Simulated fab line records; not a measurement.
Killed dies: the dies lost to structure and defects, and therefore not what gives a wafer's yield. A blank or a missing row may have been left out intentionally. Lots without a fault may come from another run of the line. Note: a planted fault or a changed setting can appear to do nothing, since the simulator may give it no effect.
Code-filled problem report in 8D (eight disciplines) form + flow sky130 + the parts of the form that need people (team, actions taken, sign-off) are left out

1. WHAT IS WRONG
Wafers free of any fault read 0.1262 ohm/sq (standard deviation 0.0015) for METAL2_ALCU_RS at SKY_METAL2_RS_MEAS_05, against a mean of 0.0763 ohm/sq on 3 wafers of 3 lots. Measured from the usual mean, that is -33 standard deviations.
The step: measures by four-point-probe.
Earliest sighting: wafer L603.6 on film metro-01 at day 37 20:32. The record holds 42 wafers of 15 lots with a number at this step. Rule for "out" (also "out of limits"): further than 4 standard deviations from the usual mean. The rest of the wafers with a number are treated as sound.

2. WHAT THIS IS AND IS NOT
| question                    | is                           | is not                                                                                                                     |
|-----------------------------|------------------------------|----------------------------------------------------------------------------------------------------------------------------|
| which readings at this step | METAL2_ALCU_RS               | -                                                                                                                          |
| which lots                  | L603, L604, L606             | L593, L594, L595, L598, L607, L608, L610, L612, L613, L614, L615, L616                                                     |
| which wafers of those lots  | L603.6, L604.1, L606.1       | L603.5, L604.5, L606.2                                                                                                     |
| read on which gauges        | film metro-01, film metro-03 | film metro-02                                                                                                              |
| when                        | from day 37 20:32            | up to then (13 sound wafers); but 26 sound wafers of L604, L606, L607, L608, L610, L612, L613, L614, L615, L616 came after |

3. WHAT RULES OUT EACH SUSPECT
Counting: any tool at a process step up to the reading remains a suspect provided it ran every lot that is out. Sound lots after the first of them don't rule it out here, since some wafers of a struck lot are sound.
- the gauge at SKY_METAL2_RS_MEAS_05 is ruled out. 2 gauges (film metro-01, film metro-03) read the wafers that are out.
- pvd sputter-02 at SKY_METAL2_SPUTTER_02 (material AlCu, target thk 250 nm, time 13.3 s): kept. Ran every lot that is out, first one L603 (day 37 20:22); last sound lot up to then L595 (day 34 22:02).
Left after counting: pvd sputter-02 at SKY_METAL2_SPUTTER_02.

4. THE CAUSE (what the simulator had put in)
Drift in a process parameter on pvd sputter-02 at SKY_METAL2_SPUTTER_02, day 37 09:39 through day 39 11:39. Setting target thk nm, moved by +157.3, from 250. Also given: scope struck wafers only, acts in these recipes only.
Counting left only this tool.

5. SEQUENCE OF EFFECTS, ordered by route
Each row: a reading where the mean over the struck wafers with a number is more than 3 standard deviations away from the usual. Only readings for which the record gives a usual standard deviation are gone through. hours: the time from each lot's start at the first step in this table that gives one to its start at this step, as a median over the lots. sigmas: the change in usual standard deviations.
| hours | step                     | reading         | usual         | on struck wafers | change  | sigmas |
|-------|--------------------------|-----------------|---------------|------------------|---------|--------|
| 0     | SKY_METAL2_RS_MEAS_05    | METAL2_ALCU_RS  | 0.1262 ohm/sq | 0.0763           | -0.0499 | -33    |
| 0     | SKY_METAL2_THK_MEAS_06   | METAL2_ALCU_THK | 254 nm        | 416              | +162    | +52    |
| 26    | SKY_METAL2_METAL_ETCH_19 | oes product au  | 0.856 a.u.    | 0.997            | +0.141  | +24    |
Its process steps:
- SKY_METAL2_METAL_ETCH_19: etches the open film in Cl2/BCl3, stops on SiO2, target depth 360 nm, time 78 s.

6. WHAT WOULD HAVE CAUGHT IT SOONER
The first out-of-limits reading at a measuring or inspecting step in this record came at day 37 20:32, 11 hours after the fault's start at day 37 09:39.
Of the tool readings at SKY_METAL2_SPUTTER_02 for which the record gives a usual standard deviation, none was out on any struck wafer, so an alarm limit of 4 standard deviations on them would not have fired.
L604, L606, from the lots that are out (3), started SKY_METAL2_SPUTTER_02 on pvd sputter-02 later than day 37 20:32. A hold on the tool at that time would have spared those 2.
